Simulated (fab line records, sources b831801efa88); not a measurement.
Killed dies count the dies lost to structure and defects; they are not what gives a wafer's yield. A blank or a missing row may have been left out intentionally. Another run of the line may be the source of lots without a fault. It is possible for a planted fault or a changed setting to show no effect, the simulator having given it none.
What tool caused it?	flow sky130	33 wafers from 11 lots sampled at 6 of the route's 708 steps

## WHAT EACH GAUGE READ, for each wafer
SKY_NWELL_THK_MEAS_02. Usual: NWELL_OXIDATION_THK typically reads 9.91 nm, with standard deviation 0.2.
lot	measured	on	NWELL_OXIDATION_THK (nm)	flag
L509	day 3 13:54	film_metro-04	9.64 9.56 9.51	
L510	day 3 13:59	film_metro-04	9.87 10.00 9.80	
L512	day 4 02:17	film_metro-01	9.65 9.91 9.72	
L514	day 4 12:20	film_metro-04	9.77 9.83 9.72	
L513	day 4 12:21	film_metro-01	10.24 10.07 10.15	
L520	day 5 19:20	film_metro-04	10.15 10.10 10.03	
L521	day 5 22:11	film_metro-03	9.82 10.07 9.93	
L522	day 5 22:11	film_metro-04	9.99 10.06 9.89	
L524	day 6 05:31	film_metro-04	9.87 9.80 9.83	
L527	day 6 23:40	film_metro-01	10.01 10.21 10.10	
L528	day 7 05:04	film_metro-03	9.93 9.84 9.75	

SKY_RES_XHIGH_TW_MEAS_09. Usual: RES_XHIGH_TW typically reads 1612, with standard deviation 8.5.
lot	measured	on	RES_XHIGH_TW	flag
L509	day 28 02:03	film_metro-02	1616 1606 1611	
L510	day 28 08:49	film_metro-01	1620 1617 1630	
L512	day 29 00:19	film_metro-02	1616 1616 1601	
L514	day 29 21:34	film_metro-01	1615 1611 1616	
L513	day 29 20:05	film_metro-02	1604 1599 1610	
L520	day 31 21:07	film_metro-01	1611 1622 1613	
L521	day 32 02:22	film_metro-02	1598 1605 1601	
L522	day 32 03:52	film_metro-01	1616 1613 1602	
L524	day 32 09:31	film_metro-01	1605 1619 1613	
L527	day 33 15:16	film_metro-02	1613 1617 1614	
L528	day 33 21:10	film_metro-01	1605 1611 1613	

SKY_SD_N_RS_MEAS_16: measurement is done with a four-point probe. Usual: SD_N_RS typically reads 68.63 ohm/sq, with standard deviation 0.1.
lot	measured	on	SD_N_RS (ohm/sq)	flag
L509	day 29 07:19	film_metro-04	68.68 68.70 68.79	
L510	day 29 14:05	film_metro-01	68.53 68.49 68.55	
L512	day 30 04:33	film_metro-02	68.65 68.65 68.88	
L514	day 31 01:55	film_metro-04	68.46 68.49 68.55	
L513	day 31 00:09	film_metro-04	68.66 68.55 68.63	
L520	day 33 01:51	film_metro-02	73.51 73.48 73.62	OFF
L521	day 33 06:29	film_metro-02	68.59 68.67 68.77	
L522	day 33 08:07	film_metro-02	73.43 73.47 73.46	OFF
L524	day 33 13:06	film_metro-02	73.54 73.46 73.50	OFF
L527	day 34 19:17	film_metro-01	68.52 68.53 68.43	
L528	day 34 23:39	film_metro-01	68.63 68.65 68.71	

SKY_SD_N_RS_MEAS_17: measurement is done with a four-point probe. Usual: SD_P_RS typically reads 147.3 ohm/sq, with standard deviation 0.31.
lot	measured	on	SD_P_RS (ohm/sq)	flag
L509	day 29 07:26	film_metro-04	147.4 147.6 147.3	
L510	day 29 14:12	film_metro-01	147.0 147.2 147.5	
L512	day 30 04:40	film_metro-02	147.4 147.4 147.6	
L514	day 31 02:02	film_metro-04	146.5 146.9 146.9	
L513	day 31 00:16	film_metro-04	147.4 147.3 147.2	
L520	day 33 01:58	film_metro-02	176.1 176.2 176.5	OFF
L521	day 33 06:36	film_metro-02	147.4 147.4 146.9	
L522	day 33 08:14	film_metro-02	176.4 176.0 176.6	OFF
L524	day 33 13:13	film_metro-02	176.9 176.7 176.7	OFF
L527	day 34 19:24	film_metro-01	147.1 147.3 146.4	
L528	day 34 23:46	film_metro-01	147.2 147.2 147.4	

## WHAT TOOL EACH LOT RAN ON (gives the tool, then ch and the chambers of the sampled wafers, and finally the start)
lot	SKY_VT_ADJUST_PCH_STRIP_09	SKY_SD_N_RTA_14
L509	plasma_asher-04 ch 0, day 11 17:12	rtp_anneal-01 ch 0, day 29 07:09
L510	plasma_asher-04 ch 0,1, day 11 17:54	rtp_anneal-02 ch 0, day 29 13:53
L512	plasma_asher-04 ch 0,1, day 12 08:27	rtp_anneal-02 ch 0, day 30 04:22
L514	plasma_asher-04 ch 0,1, day 13 02:36	rtp_anneal-02 ch 0, day 31 01:44
L513	plasma_asher-02 ch 0,1, day 13 01:59	rtp_anneal-01 ch 0, day 30 23:57
L520	plasma_asher-04 ch 0,1, day 15 03:57	rtp_anneal-02 ch 0, day 33 01:40
L521	plasma_asher-02 ch 0,1, day 15 10:43	rtp_anneal-01 ch 0, day 33 06:17
L522	plasma_asher-02 ch 0,1, day 15 11:33	rtp_anneal-02 ch 0, day 33 07:56
L524	plasma_asher-01 ch 0,1, day 15 22:53	rtp_anneal-02 ch 0, day 33 12:56
L527	plasma_asher-04 ch 0,1, day 17 02:15	rtp_anneal-01 ch 0, day 34 19:05
L528	plasma_asher-04 ch 0,1, day 17 04:04	rtp_anneal-01 ch 0, day 34 23:29
- SKY_VT_ADJUST_PCH_STRIP_09: strips in O2/N2.
- SKY_SD_N_RTA_14: time 2 s.

## AS READ BY THE TOOLS THEMSELVES (means over the sampled wafers that have a number; for cases with no such wafer, the mark the record gives instead)
SKY_VT_ADJUST_PCH_STRIP_09. Usual: drypump_motor_current_A 5.7 A, standard deviation 0.38; oes_product_au 0.722 a.u., standard deviation 0.0045; strip_time_to_endpoint_s 37.00 s, standard deviation 0.1.
lot	tool	drypump_motor_current_A (A)	oes_product_au (a.u.)	strip_time_to_endpoint_s (s)	flag
L509	plasma_asher-04	5.4	0.722	37.04	
L510	plasma_asher-04	5.7	0.726	37.06	
L512	plasma_asher-04	5.5	0.722	37.07	
L514	plasma_asher-04	5.5	0.718	37.09	
L513	plasma_asher-02	5.7	0.717	36.93	
L520	plasma_asher-04	5.7	0.723	36.94	
L521	plasma_asher-02	5.7	0.727	36.96	
L522	plasma_asher-02	6.1	0.719	37.11	
L524	plasma_asher-01	5.4	0.725	37.08	
L527	plasma_asher-04	5.7	0.726	36.81	
L528	plasma_asher-04	5.7	0.723	37.02	

SKY_SD_N_RTA_14. Usual: anneal_temp_c_max 1082.5, standard deviation 1.7; chamber_o2_ppm 2.002, standard deviation 0.021; lamp_power_pct 15.73 %, standard deviation 0.05; ramp_up_c_per_s 150.00, standard deviation 0.029; wafer_temp_C_max 1078.0, standard deviation 1.2.
lot	tool	anneal_temp_c_max	chamber_o2_ppm	lamp_power_pct (%)	ramp_up_c_per_s	wafer_temp_C_max	flag
L509	rtp_anneal-01	1085.6	2.022	15.68	150.00	1077.9	
L510	rtp_anneal-02	1080.6	2.016	15.73	150.01	1077.1	
L512	rtp_anneal-02	1082.3	1.988	15.72	150.01	1078.0	
L514	rtp_anneal-02	1081.5	2.013	15.71	150.00	1078.4	
L513	rtp_anneal-01	1084.2	2.029	15.73	149.99	1078.0	
L520	rtp_anneal-02	1081.6	1.980	14.65	150.02	1078.9	OFF
L521	rtp_anneal-01	1082.3	1.975	15.72	149.98	1077.1	
L522	rtp_anneal-02	1081.0	2.014	14.68	150.00	1077.4	OFF
L524	rtp_anneal-02	1082.2	2.000	14.64	149.97	1078.1	OFF
L527	rtp_anneal-01	1083.1	2.007	15.72	149.99	1077.3	
L528	rtp_anneal-01	1083.1	2.004	15.72	150.01	1078.6	

## THE ANSWER, worked out from the rows above alone
Rule: take the mean of a lot's wafers that have a number; if it is more than 3 standard deviations from the usual mean, the lot is off. A lot without any number at a reading at which 4 lots or more have one is off too. All remaining lots with rows at the step are treated as sound. The gauges are gone through in route order, then the tools' own readings, and for those a lot's mean is taken as printed above. The first step at which some lot is off is used, and at that step the reading that is off furthest; a lot without a number counts as furthest.
Off: at SKY_SD_N_RS_MEAS_16 (SD_N_RS), L520, L522, L524.
A tool fits if, at a process step before that reading, it ran every lot that is off, and no sound lot after the first of them. Not tried: the gauges at SKY_SD_N_RS_MEAS_16; whatever is off there is also off at SKY_SD_N_RTA_14, on other tools, and gauge error can't account for it. One fits: SKY_SD_N_RTA_14 on rtp_anneal-02. A fault onset in the window from L514 (day 31 01:44, its last sound lot) to L520 (day 33 01:40, its first lot off) fits.
The tool's own readings at SKY_SD_N_RTA_14 bear it out: on the lots that are off they differ by more than 5 times the standard deviation of the sound lots' means. lamp_power_pct reads 14.66 % there against 15.72 % on the sound lots.

## WHAT THE SIMULATOR PUT IN
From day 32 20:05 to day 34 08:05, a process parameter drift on rtp_anneal-02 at SKY_SD_N_RTA_14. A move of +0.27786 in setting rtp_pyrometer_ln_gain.
Struck lots among those shown: L520, L522, L524. The same result came from the rule above.
